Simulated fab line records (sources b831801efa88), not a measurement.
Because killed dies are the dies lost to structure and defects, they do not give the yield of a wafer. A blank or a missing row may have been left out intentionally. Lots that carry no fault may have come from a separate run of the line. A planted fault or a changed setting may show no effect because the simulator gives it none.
Chamber matching :: flow sky130 :: cmp-02 running SKY_VIA3_CMP_24: 4 sister chambers
The step polishes, stops on SiO2, t overpolish 20 s, target thk 0 nm. 8 wafers are shown with their chamber, then 8 later ones without.

== WAFERS PAIRED WITH THEIR CHAMBERS ==
wafer: L293.5
chamber: 1
motorCurrentA (A): 11.5
platenRpm (rpm): 59.99

wafer: L299.1
chamber: 0
motorCurrentA (A): 10.0
platenRpm (rpm): 60.02

wafer: L299.3
chamber: 3
motorCurrentA (A): 11.0
platenRpm (rpm): 60.06

wafer: L308.1
chamber: 1
motorCurrentA (A): 11.7
platenRpm (rpm): 59.97

wafer: L310.1
chamber: 0
motorCurrentA (A): 10.0
platenRpm (rpm): 59.96

wafer: L310.2
chamber: 2
motorCurrentA (A): 10.3
platenRpm (rpm): 60.02

wafer: L310.5
chamber: 3
motorCurrentA (A): 10.8
platenRpm (rpm): 59.99

wafer: L314.4
chamber: 2
motorCurrentA (A): 11.0
platenRpm (rpm): 59.94

== WAFERS WHOSE CHAMBER IS MISSING ==
wafer: L314.5
motorCurrentA (A): 11.6
platenRpm (rpm): 59.99

wafer: L314.6
motorCurrentA (A): 10.1
platenRpm (rpm): 59.97

wafer: L315.2
motorCurrentA (A): 11.3
platenRpm (rpm): 60.08

wafer: L315.4
motorCurrentA (A): 9.9
platenRpm (rpm): 59.97

wafer: L315.6
motorCurrentA (A): 10.8
platenRpm (rpm): 59.96

wafer: L316.1
motorCurrentA (A): 11.6
platenRpm (rpm): 59.99

wafer: L316.4
motorCurrentA (A): 11.4
platenRpm (rpm): 60.00

wafer: L316.5
motorCurrentA (A): 10.4
platenRpm (rpm): 59.97

== EACH ONE'S CHAMBER ==
wafer: L314.5
from the rows above: 1
in truth: 1

wafer: L314.6
from the rows above: can't be placed: 0 or 2
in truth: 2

wafer: L315.2
from the rows above: can't be placed: 3 or 1 or 2
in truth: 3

wafer: L315.4
from the rows above: 0
in truth: 0

wafer: L315.6
from the rows above: can't be placed: 2 or 3
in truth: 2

wafer: L316.1
from the rows above: 1
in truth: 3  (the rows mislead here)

wafer: L316.4
from the rows above: can't be placed: 1 or 3 or 2
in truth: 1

wafer: L316.5
from the rows above: can't be placed: 2 or 0 or 3
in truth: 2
Placed correctly: 2 of 8. From these rows, 5 cannot be placed; in 5 the true chamber is one of the candidates. Number placed wrongly: 1.
How it was worked out, from the rows above alone: a wafer's distance from a chamber is the root of the sum, over the readings, of the square of ((its reading less the chamber's mean) divided by the reading's scatter). If the next closest chamber is less than 2 further off than the closest, the wafer can't be placed; otherwise it belongs to the closest. A chamber's mean is the mean of its shown wafers. The scatter is the square root of a quotient: the sum, over the shown wafers, of each reading's squared deviation from its chamber's mean, divided by wafers minus chambers.
